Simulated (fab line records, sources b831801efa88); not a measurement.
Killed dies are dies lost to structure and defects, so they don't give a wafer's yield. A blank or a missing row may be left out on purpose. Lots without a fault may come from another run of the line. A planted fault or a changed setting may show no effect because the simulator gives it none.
Which tool did it? | flow gf180mcu | 24 lots, 72 wafers sampled, at 6 steps of a route of 602

WHAT THE GAUGES READ, wafer by wafer
GF_V1_OVL_MEAS_15. Usual: V1_OVL -1 nm, standard deviation 5.8.
lot  | measured     | on         | V1_OVL (nm) | flag
L074 | day 18 08:22 | overlay-01 | 2 7 -1      |
L075 | day 18 12:17 | overlay-02 | -4 -11 -4   |
L076 | day 18 23:45 | overlay-01 | 3 4 6       |
L077 | day 19 07:31 | overlay-02 | 9 3 9       |
L078 | day 19 17:04 | overlay-02 | -12 -17 -11 |
L079 | day 19 20:55 | overlay-01 | 1 -5 -1     |
L080 | day 20 11:39 | overlay-02 | 1 3 8       |
L081 | day 20 21:07 | overlay-02 | 4 -2 9      |
L082 | day 21 08:00 | overlay-02 | -10 -9 -6   |
L083 | day 21 11:48 | overlay-01 | 2 -1 1      |
L084 | day 22 07:11 | overlay-02 | 2 2 3       |
L085 | day 22 11:56 | overlay-01 | -1 2 -4     |
L086 | day 22 22:17 | overlay-02 | -3 7 -6     |
L087 | day 23 04:52 | overlay-01 | -4 7 6      |
L088 | day 23 17:33 | overlay-02 | -6 -10 -6   |
L089 | day 24 00:13 | overlay-01 | -6 -2 -9    |
L090 | day 24 06:16 | overlay-01 | -8 -7 -10   |
L091 | day 24 09:10 | overlay-02 | -1 -2 1     |
L092 | day 24 17:38 | overlay-02 | 5 -2 8      |
L093 | day 24 22:22 | overlay-02 | -4 -3 -5    |
L094 | day 25 05:23 | overlay-01 | -3 1 1      |
L095 | day 25 13:50 | overlay-02 | -2 -2 -2    |
L096 | day 25 19:47 | overlay-02 | 6 2 -3      |
L097 | day 26 05:34 | overlay-01 | -8 5 -3     |

GF_M2_OVL_MEAS_15. Usual: M2_OVL 0 nm, standard deviation 5.7.
lot  | measured     | on         | M2_OVL (nm) | flag
L074 | day 19 09:39 | overlay-01 | 2 4 10      |
L075 | day 19 14:28 | overlay-01 | 3 9 3       |
L076 | day 20 01:39 | overlay-02 | 3 4 6       |
L077 | day 20 10:11 | overlay-02 | -1 3 -4     |
L078 | day 20 18:26 | overlay-02 | 5 13 9      |
L079 | day 20 22:42 | overlay-02 | 4 0 8       |
L080 | day 21 14:11 | overlay-01 | -11 -4 -9   |
L081 | day 21 22:27 | overlay-01 | 5 8 9       |
L082 | day 22 09:30 | overlay-01 | 0 7 -7      |
L083 | day 22 12:52 | overlay-01 | -4 -4 0     |
L084 | day 23 08:01 | overlay-02 | -7 -11 -1   |
L085 | day 23 12:49 | overlay-02 | 3 8 1       |
L086 | day 23 22:24 | overlay-02 | 2 3 0       |
L087 | day 24 04:44 | overlay-02 | 5 1 6       |
L088 | day 24 16:55 | overlay-02 | 0 -2 3      |
L089 | day 25 01:02 | overlay-02 | -6 -6 -10   |
L090 | day 25 05:44 | overlay-01 | -10 -10 -11 |
L091 | day 25 07:59 | overlay-01 | 2 -1 6      |
L092 | day 25 16:35 | overlay-02 | -6 -7 -6    |
L093 | day 25 21:29 | overlay-02 | 2 4 2       |
L094 | day 26 03:25 | overlay-01 | 11 10 8     |
L095 | day 26 12:40 | overlay-02 | -2 -5 4     |
L096 | day 26 18:08 | overlay-02 | -5 -9 -8    |
L097 | day 27 03:38 | overlay-02 | 12 1 9      |

GF_V3_BOW_MEAS_05. Usual: V3_BOW 117 um, standard deviation 9.7.
lot  | measured     | on            | V3_BOW (um) | flag
L074 | day 21 14:42 | film_metro-03 | 117 112 118 |
L075 | day 21 19:49 | film_metro-01 | 124 129 118 |
L076 | day 22 06:05 | film_metro-03 | 110 100 106 |
L077 | day 22 13:24 | film_metro-04 | 108 112 109 |
L078 | day 22 22:00 | film_metro-04 | 129 124 131 |
L079 | day 23 01:51 | film_metro-04 | 115 121 111 |
L080 | day 23 17:53 | film_metro-04 | 110 118 106 |
L081 | day 24 00:31 | film_metro-04 | 98 117 98   |
L082 | day 24 11:23 | film_metro-01 | 116 123 131 |
L083 | day 24 14:04 | film_metro-04 | 121 120 111 |
L084 | day 25 08:43 | film_metro-04 | 125 110 107 |
L085 | day 25 13:14 | film_metro-03 | 128 124 123 |
L086 | day 25 22:14 | film_metro-03 | 123 121 123 |
L087 | day 26 03:28 | film_metro-03 | 123 120 125 |
L088 | day 26 15:55 | film_metro-01 | 118 120 111 |
L089 | day 26 23:35 | film_metro-03 | 117 113 112 |
L090 | day 27 03:44 | film_metro-01 | 140 131 133 |
L091 | day 27 06:49 | film_metro-03 | 117 116 106 |
L092 | day 27 14:29 | film_metro-01 | 120 119 123 |
L093 | day 27 19:04 | film_metro-01 | 90 105 109  |
L094 | day 28 00:35 | film_metro-04 | 110 109 104 |
L095 | day 28 08:48 | film_metro-04 | 113 117 94  |
L096 | day 28 14:17 | film_metro-04 | 118 118 112 |
L097 | day 29 00:12 | film_metro-04 | 115 113 111 |

WHICH TOOL RAN EACH LOT (tool, then ch and the chambers of the sampled wafers, then the start)
lot  | GF_STI_STRIP_15                     | GF_V1_CVD_23                  | GF_V2_SPUTTER_21
L074 | plasma_asher-01 ch 0,1, day 2 01:54 | cvd_w-01 ch 0,1, day 18 09:11 | pvd_sputter-03, day 20 12:02
L075 | plasma_asher-02 ch 0,1, day 2 09:16 | cvd_w-02 ch 0,1, day 18 13:07 | pvd_sputter-01, day 20 17:38
L076 | plasma_asher-01 ch 0,1, day 2 14:27 | cvd_w-01 ch 0,1, day 19 00:41 | pvd_sputter-03, day 21 04:41
L077 | plasma_asher-02 ch 0,1, day 2 17:44 | cvd_w-01 ch 0,1, day 19 08:26 | pvd_sputter-03, day 21 11:56
L078 | plasma_asher-02 ch 0,1, day 2 22:49 | cvd_w-02 ch 0,1, day 19 17:55 | pvd_sputter-04, day 21 20:17
L079 | plasma_asher-01 ch 1, day 3 02:55   | cvd_w-01 ch 0,1, day 19 21:47 | pvd_sputter-04, day 22 00:10
L080 | plasma_asher-03 ch 0,1, day 3 09:14 | cvd_w-01 ch 0,1, day 20 12:29 | pvd_sputter-01, day 22 17:44
L081 | plasma_asher-01 ch 0,1, day 3 13:46 | cvd_w-01 ch 1, day 20 21:55   | pvd_sputter-01, day 23 00:02
L082 | plasma_asher-01 ch 0,1, day 3 19:12 | cvd_w-02 ch 0,1, day 21 08:48 | pvd_sputter-04, day 23 10:57
L083 | plasma_asher-01 ch 0,1, day 4 00:11 | cvd_w-02 ch 0,1, day 21 12:38 | pvd_sputter-03, day 23 13:44
L084 | plasma_asher-02 ch 0,1, day 4 05:31 | cvd_w-02 ch 0,1, day 22 08:01 | pvd_sputter-03, day 24 08:39
L085 | plasma_asher-02 ch 0, day 4 10:06   | cvd_w-01 ch 0,1, day 22 12:43 | pvd_sputter-04, day 24 12:56
L086 | plasma_asher-03 ch 0,1, day 4 16:08 | cvd_w-02 ch 0,1, day 22 23:04 | pvd_sputter-03, day 24 22:29
L087 | plasma_asher-02 ch 0,1, day 4 20:14 | cvd_w-02 ch 0,1, day 23 05:41 | pvd_sputter-04, day 25 04:25
L088 | plasma_asher-03 ch 0,1, day 5 05:14 | cvd_w-02 ch 0, day 23 18:21   | pvd_sputter-01, day 25 16:25
L089 | plasma_asher-02 ch 0,1, day 5 09:53 | cvd_w-01 ch 0,1, day 24 01:23 | pvd_sputter-01, day 26 00:28
L090 | plasma_asher-01 ch 0,1, day 5 14:05 | cvd_w-01 ch 0,1, day 24 07:07 | pvd_sputter-04, day 26 05:16
L091 | plasma_asher-01 ch 0,1, day 5 17:10 | cvd_w-01 ch 0,1, day 24 10:00 | pvd_sputter-03, day 26 07:35
L092 | plasma_asher-03 ch 0,1, day 5 21:27 | cvd_w-01 ch 0,1, day 24 18:29 | pvd_sputter-04, day 26 16:16
L093 | plasma_asher-01 ch 0,1, day 6 03:33 | cvd_w-02 ch 0, day 24 23:14   | pvd_sputter-03, day 26 20:36
L094 | plasma_asher-01 ch 1, day 6 07:56   | cvd_w-02 ch 0,1, day 25 06:12 | pvd_sputter-01, day 27 02:02
L095 | plasma_asher-02 ch 0,1, day 6 14:45 | cvd_w-01 ch 0,1, day 25 14:37 | pvd_sputter-01, day 27 10:59
L096 | plasma_asher-02 ch 0,1, day 6 19:43 | cvd_w-01 ch 0,1, day 25 20:37 | pvd_sputter-04, day 27 16:54
L097 | plasma_asher-02 ch 0,1, day 7 00:14 | cvd_w-02 ch 0,1, day 26 06:23 | pvd_sputter-04, day 28 02:06
- GF_STI_STRIP_15: strips in O2/N2.
- GF_V1_CVD_23: deposits W, target thk 350 nm, time 105.05 s.
- GF_V2_SPUTTER_21: material Ti, target thk 15 nm, time 80.02 s.

WHAT THE TOOLS THEMSELVES READ (means of the sampled wafers that have a number; where no wafer has one, the mark that the record gives instead)
GF_STI_STRIP_15. Usual: drypump_motor_current_A 5.5 A, standard deviation 0.66; heater_power_w 333 W, standard deviation 36; oes_product_au 0.384 a.u., standard deviation 0.0047; strip_time_to_endpoint_s 3.73 s, standard deviation 0.038.
lot  | tool            | drypump_motor_current_A (A) | heater_power_w (W) | oes_product_au (a.u.) | strip_time_to_endpoint_s (s) | flag
L074 | plasma_asher-01 | 5.3                         | 343                | 0.386                 | 3.76                         |
L075 | plasma_asher-02 | 5.6                         | 311                | 0.380                 | 3.71                         |
L076 | plasma_asher-01 | 5.3                         | 348                | 0.387                 | 3.73                         |
L077 | plasma_asher-02 | 6.2                         | 304                | 0.384                 | 3.78                         |
L078 | plasma_asher-02 | 5.6                         | 304                | 0.390                 | 3.76                         |
L079 | plasma_asher-01 | 5.3                         | 382                | 0.380                 | 3.69                         |
L080 | plasma_asher-03 | 5.2                         | 345                | 0.380                 | 3.74                         |
L081 | plasma_asher-01 | 5.3                         | 346                | 0.382                 | 3.72                         |
L082 | plasma_asher-01 | 5.3                         | 348                | 0.386                 | 3.79                         |
L083 | plasma_asher-01 | 5.3                         | 371                | 0.379                 | 3.71                         |
L084 | plasma_asher-02 | 6.2                         | 299                | 0.389                 | 3.72                         |
L085 | plasma_asher-02 | 4.9                         | 316                | 0.388                 | 3.74                         |
L086 | plasma_asher-03 | 5.2                         | 347                | 0.381                 | 3.69                         |
L087 | plasma_asher-02 | 5.5                         | 309                | 0.384                 | 3.72                         |
L088 | plasma_asher-03 | 5.2                         | 360                | 0.381                 | 3.74                         |
L089 | plasma_asher-02 | 6.1                         | 301                | 0.390                 | 3.73                         |
L090 | plasma_asher-01 | 5.3                         | 368                | 0.379                 | 3.67                         |
L091 | plasma_asher-01 | 5.3                         | 345                | 0.385                 | 3.73                         |
L092 | plasma_asher-03 | 5.2                         | 342                | 0.384                 | 3.73                         |
L093 | plasma_asher-01 | 5.3                         | 350                | 0.378                 | 3.76                         |
L094 | plasma_asher-01 | 5.3                         | 392                | 0.381                 | 3.70                         |
L095 | plasma_asher-02 | 5.5                         | 300                | 0.387                 | 3.73                         |
L096 | plasma_asher-02 | 5.5                         | 300                | 0.380                 | 3.77                         |
L097 | plasma_asher-02 | 6.2                         | 289                | 0.385                 | 3.73                         |

GF_V1_CVD_23. Usual: heater_power_w 866 W, standard deviation 110.
lot  | tool     | heater_power_w (W) | flag
L074 | cvd_w-01 | 904                |
L075 | cvd_w-02 | 804                |
L076 | cvd_w-01 | 913                |
L077 | cvd_w-01 | 923                |
L078 | cvd_w-02 | 834                |
L079 | cvd_w-01 | 919                |
L080 | cvd_w-01 | 938                |
L081 | cvd_w-01 | 1015               |
L082 | cvd_w-02 | 832                |
L083 | cvd_w-02 | 857                |
L084 | cvd_w-02 | 827                |
L085 | cvd_w-01 | 939                |
L086 | cvd_w-02 | 827                |
L087 | cvd_w-02 | 827                |
L088 | cvd_w-02 | 889                |
L089 | cvd_w-01 | 933                |
L090 | cvd_w-01 | 844                |
L091 | cvd_w-01 | 828                |
L092 | cvd_w-01 | 841                |
L093 | cvd_w-02 | 881                |
L094 | cvd_w-02 | 843                |
L095 | cvd_w-01 | 840                |
L096 | cvd_w-01 | 960                |
L097 | cvd_w-02 | 827                |

GF_V2_SPUTTER_21. Usual: throttle_valve_pct 29.1 %, standard deviation 0.98.
lot  | tool           | throttle_valve_pct (%) | flag
L074 | pvd_sputter-03 | 29.0                   |
L075 | pvd_sputter-01 | 29.9                   |
L076 | pvd_sputter-03 | 29.1                   |
L077 | pvd_sputter-03 | 28.6                   |
L078 | pvd_sputter-04 | 28.3                   |
L079 | pvd_sputter-04 | 28.7                   |
L080 | pvd_sputter-01 | 30.0                   |
L081 | pvd_sputter-01 | 30.1                   |
L082 | pvd_sputter-04 | 28.3                   |
L083 | pvd_sputter-03 | 29.7                   |
L084 | pvd_sputter-03 | 28.9                   |
L085 | pvd_sputter-04 | 28.4                   |
L086 | pvd_sputter-03 | 29.0                   |
L087 | pvd_sputter-04 | 28.5                   |
L088 | pvd_sputter-01 | 29.8                   |
L089 | pvd_sputter-01 | 29.8                   |
L090 | pvd_sputter-04 | 28.3                   |
L091 | pvd_sputter-03 | 29.7                   |
L092 | pvd_sputter-04 | 28.5                   |
L093 | pvd_sputter-03 | 28.9                   |
L094 | pvd_sputter-01 | 29.9                   |
L095 | pvd_sputter-01 | 29.8                   |
L096 | pvd_sputter-04 | 28.6                   |
L097 | pvd_sputter-04 | 29.0                   |

THE ANSWER, worked out from the rows above alone
Rule: a lot is off if the mean of its wafers that have a number lies more than 3 standard deviations from the usual mean. A lot without any number at a reading at which 4 lots or more have one is off too. The other lots that the step has rows for count as sound. The gauges are gone through in route order, then the tools' own readings, and for those a lot's mean is taken as printed above. The first step at which some lot is off is used, and at that step the reading that is off furthest; a lot without a number counts as furthest.
No lot is off at any reading shown: from this, nothing can be told.

WHAT THE SIMULATOR HAD PUT IN
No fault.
